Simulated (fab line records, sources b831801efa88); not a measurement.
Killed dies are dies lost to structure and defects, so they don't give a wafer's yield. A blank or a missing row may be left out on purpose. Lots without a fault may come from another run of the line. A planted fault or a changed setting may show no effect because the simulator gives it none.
One fault seen from 2 desks | flow sky130 | each desk has only its own numbers; what lay behind them comes last

THE METROLOGY DESK
What the gauges read, lot by lot, whatever tool the lot ran on: means of the sampled wafers that have a number. A lot is out of limits, marked OUT, if its mean lies more than 4 standard deviations from the usual mean; the brackets give that distance.
Columns: A = VT_ADJUST_HVTP_OVL at SKY_VT_ADJUST_HVTP_OVL_MEAS_08, usual -0.9 nm; B = VT_ADJUST_LVTN_2_TW at SKY_VT_ADJUST_LVTN_TW_MEAS_21, usual 187.8; C = LDD_HVN_OVL at SKY_LDD_HVN_OVL_MEAS_07, usual -0.2 nm
lot  | first seen here | A    | B     | C
L109 | day 6 09:35     | -2.2 | 187.5 | -0.7
L111 | day 6 23:51     | -0.8 | 187.9 | -0.7
L112 | day 7 04:11     | 0.6  | 187.6 | -1.7
L113 | day 7 12:47     | -1.4 | 189.0 | -2.2
L114 | day 7 12:53     | -1.5 | 187.9 | 0.0
L115 | day 7 21:05     | -0.7 | 188.5 | 0.9
L116 | day 8 05:32     | 0.6  | 187.1 | 0.6
L118 | day 8 15:50     | -1.7 | 188.3 | -0.4
L119 | day 8 21:23     | -1.2 | 185.7 | -1.2
L120 | day 9 05:11     | 0.8  | 187.4 | -0.6
L121 | day 9 09:17     | -1.2 | 187.1 | -0.1
L124 | day 10 16:08    | 0.1  | 189.1 | 2.2
L125 | day 10 18:38    | -2.0 | 187.0 | -0.1
L126 | day 10 20:32    | -0.5 | 189.1 | 1.2
L127 | day 11 02:23    | -4.2 | 189.0 | 1.2
This desk's finding: nothing out of limits on any of the 15 lots.

THE TOOL OWNER'S DESK: cmp-02
The tool's own readings at SKY_CONTACT_CMP_27 (polishes, stops on SiO2, t overpolish 15 s, target thk 0 nm): means of the sampled wafers that have a number, for each lot that ran on this tool. A lot is out of limits, marked OUT, if its mean lies more than 4 standard deviations from the usual mean; the brackets give that distance.
Columns: A = motor_current_A at SKY_CONTACT_CMP_27, usual 11.3 A; B = overpolish_run_s at SKY_CONTACT_CMP_27, usual 15.000 s; C = time_to_endpoint_s at SKY_CONTACT_CMP_27, usual 80 s
lot  | first seen here | A    | B                        | C
L109 | day 31 23:16    | 11.0 | 14.995                   | 82
L111 | day 32 19:15    | 10.8 | 14.992                   | 81
L115 | day 34 02:37    | 12.6 | 14.999                   | 77
L116 | day 34 11:50    | 11.2 | 14.997                   | 76
L118 | day 34 22:56    | 10.6 | 14.995                   | 77
L119 | day 35 08:00    | 10.9 | 14.996                   | 76
L120 | day 35 12:26    | 11.1 | 14.996                   | 77
L124 | day 37 07:31    | 11.6 | 0.041 (-99 or more) OUT  | 126 (+13) OUT
L126 | day 37 16:38    | 9.9  | 10.002 (-99 or more) OUT | 92
L127 | day 37 17:35    | 10.8 | 7.521 (-99 or more) OUT  | 103 (+6.6) OUT
This desk's finding: out of limits on L124, L126, L127; first on L124, day 37 07:31 (overpolish_run_s at SKY_CONTACT_CMP_27). In limits: L109, L111, L115, L116, L118, L119, L120.

PUT TOGETHER
The tool owner's desk could have raised an alarm at day 37 07:31, on L124, L126, L127.
The metrology desk saw nothing out of limits.
The metrology desk has L124, L126, L127 on record, within its limits.
Of the lots named, all ran SKY_CONTACT_CMP_27 on cmp-02.

WHAT THE SIMULATOR HAD PUT IN
Process parameter drift: cmp-02, from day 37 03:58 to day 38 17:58, at SKY_CONTACT_CMP_27. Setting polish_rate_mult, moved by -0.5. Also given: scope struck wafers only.
Lots struck among those shown: L124, L126, L127.
Hours from the fault's start to each desk's first reading out of limits: the tool owner's desk, 4.
